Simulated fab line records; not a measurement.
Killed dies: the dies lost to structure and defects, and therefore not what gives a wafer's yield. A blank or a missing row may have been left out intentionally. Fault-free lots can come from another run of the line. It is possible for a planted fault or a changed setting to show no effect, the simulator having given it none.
2 desks looking at one fault / flow gf180mcu / what lay behind the numbers comes last; until then each desk has only its own

## AT THE TOOL OWNER'S DESK: pvd-sputter-03
At GF_V2_SPUTTER_22 (material TiN, target thk 10 nm, time 40 s) the tool's own readings: per lot run on this tool, the mean of the sampled wafers that have a number. The brackets show how far a lot's mean lies from the usual mean; more than 4 standard deviations puts the lot out of limits, marked OUT.
Columns: A = throttle-valve-pct at GF_V2_SPUTTER_22, usual 29.9 %
lot=L753; first seen here=day 24 07:56; A=30.0
lot=L755; first seen here=day 24 16:14; A=29.6
lot=L764; first seen here=day 27 13:49; A=29.8
Result from this desk: across the 3 lots, nothing is out of limits.

## FROM THE METROLOGY DESK
Means of the sampled wafers that have a number, per lot and without regard to the tool the lot ran on: this is what the gauges read. The brackets show how far a lot's mean lies from the usual mean; more than 4 standard deviations puts the lot out of limits, marked OUT.
Columns: A = cd-nm at GF_V2_CD_MEAS_14, usual 259.6 nm; B = V2_OVL at GF_V2_OVL_MEAS_15, usual 2 nm
lot=L744; first seen here=day 20 19:25; A=259.6; B=2
lot=L753; first seen here=day 24 07:04; A=259.5; B=6
lot=L755; first seen here=day 24 15:22; A=260.7; B=14
lot=L758; first seen here=day 25 22:51; A=259.3; B=8
lot=L762; first seen here=day 26 20:53; A=259.0; B=0
lot=L764; first seen here=day 27 12:36; A=259.0; B=0
Result from this desk: across the 6 lots, nothing is out of limits.

## BROUGHT TOGETHER
The tool owner's desk saw nothing out of limits.
Nothing out of limits was seen by the metrology desk.

## WHAT WAS PUT IN BY THE SIMULATOR
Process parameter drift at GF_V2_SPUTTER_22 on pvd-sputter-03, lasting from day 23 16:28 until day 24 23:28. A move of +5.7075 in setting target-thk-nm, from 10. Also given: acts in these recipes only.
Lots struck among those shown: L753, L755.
